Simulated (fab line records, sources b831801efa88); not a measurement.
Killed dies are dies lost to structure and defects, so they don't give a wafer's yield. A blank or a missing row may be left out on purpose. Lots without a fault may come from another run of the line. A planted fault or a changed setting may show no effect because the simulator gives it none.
A struck lot beside a sound one | flow gf180mcu | 14 steps out of a route of 602
Sound: wafers L897.2, L897.4, L897.6. Struck: wafers L891.1, L891.2, L891.5. The cause comes at the end.
At each step with rows: each side's tool, then ch and its chambers, then its first start. Under that, the readings that differ: sound wafers | struck wafers | difference of the means | sigmas: that difference in standard deviations of wafers without a fault.
alike: readings whose means differ by less than 2 such deviations, and words and numbers that are the same on both sides. not compared: withheld readings, readings that some wafer has no value for, bounds like >300 that may hide the same value, and numbers for which the record gives no deviation and whose values overlap.
The two part at a step that has a row with sigmas, a row that says differs or no value, or rows on one side only. Numbers that don't overlap but have no deviation are shown without sigmas and don't part them. A reading that every wafer of one side lacks parts them only if that side has two wafers or more.

first, 8 steps without rows for these wafers: GF_V5_DEHYDRATE_06 (time 60 s); GF_V5_HMDS_07 (prime time 60 s); GF_V5_COAT_08; GF_V5_COAT_09 (resist thk 1000 nm); GF_V5_SOFTBAKE_10 (time 60 s); GF_V5_EXPOSE_11 (exposes mask Via5, target cd 260 nm); GF_V5_PEB_12 (peb time 90 s); GF_V5_DEVELOP_13 (develop time 60 s).
GF_V5_CD_MEAS_14: target cd 260 nm.
  sound on cd_sem-02, day 30 20:52; struck on cd_sem-01, day 29 05:34
  alike: cd_nm
GF_V5_OVL_MEAS_15:
  sound on overlay-02, day 30 20:58; struck on overlay-02, day 29 05:41
  alike: V5_OVL
GF_V5_ETCH_16: etches BARC in N2/H2.
  sound on rie_diel-01 ch 1,2, day 30 21:00; struck on rie_diel-04 ch 0,2, day 29 05:43
  reading    | sound          | struck            | difference | sigmas
  bias_w (W) | 99.5 99.7 99.9 | 100.1 100.4 100.6 | +0.7       | +2
  alike: drypump_motor_current_A, oes_product_au, throttle_valve_pct
GF_V5_ETCH_17: etches SiO2 in C4F8/O2/Ar, stops on TiN, target depth 855 nm.
  sound on rie_diel-01 ch 1,2; struck on rie_diel-04 ch 0,2
  alike: bias_w, oes_product_au
GF_V5_STRIP_18: strips in O2/N2.
  sound on plasma_asher-01 ch 0,1, day 30 21:10; struck on plasma_asher-02 ch 0,1, day 29 05:53
  no value came back on the struck wafers for chamber_pressure_mTorr (mTorr), drypump_motor_current_A (A), heater_power_w (W), oes_product_au (a.u.); on the sound wafers chamber_pressure_mTorr (mTorr) reads 1500.9 1498.0 1502.3
  not compared: rf_hours_counter_h
then, 1 step without rows for these wafers: GF_V5_STRIP_19 (strips in post etch residue remover, time 1200 s).

WHERE THEY PART
First at GF_V5_ETCH_16; last, within this record, at GF_V5_STRIP_18.

WHY: what the simulator had put in
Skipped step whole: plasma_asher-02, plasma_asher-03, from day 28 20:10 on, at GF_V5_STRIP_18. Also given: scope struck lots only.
